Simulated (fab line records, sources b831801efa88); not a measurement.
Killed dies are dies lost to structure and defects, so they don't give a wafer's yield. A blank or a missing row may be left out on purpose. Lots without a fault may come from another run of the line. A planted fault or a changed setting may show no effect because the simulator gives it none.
Chamber matching | flow sky130 | SKY_FIELD_ISO_CMP_27 on cmp-01: 4 sister chambers
The step polishes, stops on Si3N4, t overpolish 16 s, target thk 457.8 nm. 8 wafers are shown with their chamber, then 8 later ones without.

WAFERS WITH THEIR CHAMBER
wafer  | chamber | motor_current_A (A) | time_to_endpoint_s (s)
L085.1 | 0       | 11.1                | 124
L085.4 | 3       | 10.7                | 113
L085.5 | 1       | 13.4                | 118
L085.6 | 2       | 12.1                | 112
L087.1 | 3       | 10.8                | 113
L087.2 | 1       | 13.0                | 119
L087.3 | 0       | 10.5                | 118
L087.4 | 2       | 12.2                | 111

WAFERS WITHOUT THEIR CHAMBER
wafer  | motor_current_A (A) | time_to_endpoint_s (s)
L087.5 | 11.1                | 119
L087.6 | 10.6                | 113
L088.1 | 10.4                | 113
L088.2 | 13.0                | 112
L088.3 | 12.7                | 116
L088.4 | 11.0                | 117
L088.5 | 13.7                | 114
L088.6 | 12.3                | 111

WHICH CHAMBER EACH WENT THROUGH
wafer  | from the rows above     | in truth
L087.5 | can't be placed: 0 or 3 | 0
L087.6 | 3                       | 3
L088.1 | 3                       | 3
L088.2 | can't be placed: 1 or 2 | 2
L088.3 | can't be placed: 1 or 2 | 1
L088.4 | can't be placed: 0 or 3 | 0
L088.5 | 1                       | 1
L088.6 | 2                       | 2
Placed correctly: 4 of 8. Can't be placed from these rows: 4 (the true chamber is among the candidates in 4). Placed wrongly: 0.
How it was worked out, from the rows above alone: a wafer's distance from a chamber is the root of the sum, over the readings, of the square of ((its reading less the chamber's mean) divided by the reading's scatter). The wafer belongs to the nearest chamber; if the next one is less than 2 further off, it can't be placed. A chamber's mean is the mean of its shown wafers. The scatter: the root of (the sum of the squares of (reading less its chamber's mean) over the shown wafers, divided by (wafers less chambers)).
